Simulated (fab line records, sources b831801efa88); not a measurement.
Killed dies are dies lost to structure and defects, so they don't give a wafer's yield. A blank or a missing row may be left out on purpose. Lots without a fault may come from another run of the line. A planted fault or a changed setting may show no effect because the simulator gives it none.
A struck lot beside a sound one | flow gf180mcu | 16 steps out of a route of 602
Sound: wafers L328.4, L328.5, L328.6. Struck: wafers L323.1, L323.3, L323.4. The cause comes at the end.
At each step with rows: each side's tool, then ch and its chambers, then its first start. Under that, the readings that differ: sound wafers | struck wafers | difference of the means | sigmas: that difference in standard deviations of wafers without a fault.
alike: readings whose means differ by less than 2 such deviations, and words and numbers that are the same on both sides. not compared: withheld readings, readings that some wafer has no value for, bounds like >300 that may hide the same value, and numbers for which the record gives no deviation and whose values overlap.
The two part at a step that has a row with sigmas, a row that says differs or no value, or rows on one side only. Numbers that don't overlap but have no deviation are shown without sigmas and don't part them. A reading that every wafer of one side lacks parts them only if that side has two wafers or more.

first, 3 steps without rows for these wafers: GF_V2_EXPOSE_11 (exposes mask Via2, target cd 260 nm); GF_V2_PEB_12 (peb time 90 s); GF_V2_DEVELOP_13 (develop time 60 s).
GF_V2_CD_MEAS_14: target cd 260 nm.
  sound on cd_sem-01, day 25 15:47; struck on cd_sem-02, day 23 23:47
  reading    | sound             | struck            | difference | sigmas
  cd_nm (nm) | 260.2 258.6 258.3 | 261.7 262.1 260.9 | +2.5       | +2
GF_V2_OVL_MEAS_15:
  sound on overlay-02, day 25 15:52; struck on overlay-02, day 23 23:54
  alike: V2_OVL
GF_V2_ETCH_16: etches BARC in N2/H2.
  sound on rie_diel-01 ch 2,3, day 25 15:53; struck on rie_diel-01 ch 0,2,3, day 23 23:56
  alike: drypump_motor_current_A, oes_product_au, throttle_valve_pct
GF_V2_ETCH_17: etches SiO2 in C4F8/O2/Ar, stops on TiN, target depth 630 nm.
  sound on rie_diel-01 ch 2,3; struck on rie_diel-01 ch 0,2,3
  alike: oes_product_au
GF_V2_STRIP_18: strips in O2/N2.
  sound on plasma_asher-04 ch 0,1, day 25 16:02; struck on plasma_asher-03 ch 0,1, day 24 00:04
  alike: drypump_motor_current_A, heater_power_w, oes_product_au
  not compared: rf_hours_counter_h
then, 2 steps without rows for these wafers: GF_V2_STRIP_19 (strips in post etch residue remover, time 1200 s); GF_V2_CLEAN_20 (cleans in DIW).
GF_V2_SPUTTER_21: material Ti, target thk 15 nm, time 80.02 s.
  sound on pvd_sputter-03, day 25 16:32; struck on pvd_sputter-02, day 24 00:37
  alike: throttle_valve_pct
GF_V2_SPUTTER_22: material TiN, target thk 10 nm, time 40 s.
  sound on pvd_sputter-03, day 25 16:36; struck on pvd_sputter-02, day 24 00:41
  alike: throttle_valve_pct
GF_V2_CVD_23: deposits W, target thk 350 nm, time 104.94 s.
  sound on cvd_w-01 ch 0,1, day 25 16:41; struck on cvd_w-02 ch 1, day 24 00:43
  no value came back on the struck wafers for chamber_pressure_Torr (Torr), heater_power_outer_w (W), heater_power_w (W); on the sound wafers chamber_pressure_Torr (Torr) reads 40.14 40.05 40.07
  not compared: since_wet_clean_h
GF_V2_RS_MEAS_24: measures by four-point-probe.
  sound on film_metro-03, day 25 16:49; struck on film_metro-03, day 24 00:58
  reading          | sound             | struck               | difference | sigmas
  V2_W_RS (ohm/sq) | 0.329 0.318 0.330 | 43.703 43.239 43.306 | +43.090    | +99 or more
GF_V2_THK_MEAS_25: measures by xrf.
  sound on film_metro-03, day 25 16:55; struck on film_metro-03, day 24 01:05
  reading       | sound       | struck   | difference | sigmas
  V2_W_THK (nm) | 359 368 359 | <0 <0 <0 | differs    |
GF_V2_CMP_26: polishes, stops on SiO2, t overpolish 15 s, target thk 0 nm.
  sound on cmp-02 ch 0,1,3, day 25 17:05; struck on cmp-01 ch 0,2,3, day 24 01:11
  reading                | sound    | struck | difference | sigmas
  time_to_endpoint_s (s) | 75 90 79 | 1 2 0  | -80        | -16
  alike: motor_current_A, platen_rpm

WHERE THEY PART
First at GF_V2_CD_MEAS_14; last, within this record, at GF_V2_CMP_26.

WHY: what the simulator had put in
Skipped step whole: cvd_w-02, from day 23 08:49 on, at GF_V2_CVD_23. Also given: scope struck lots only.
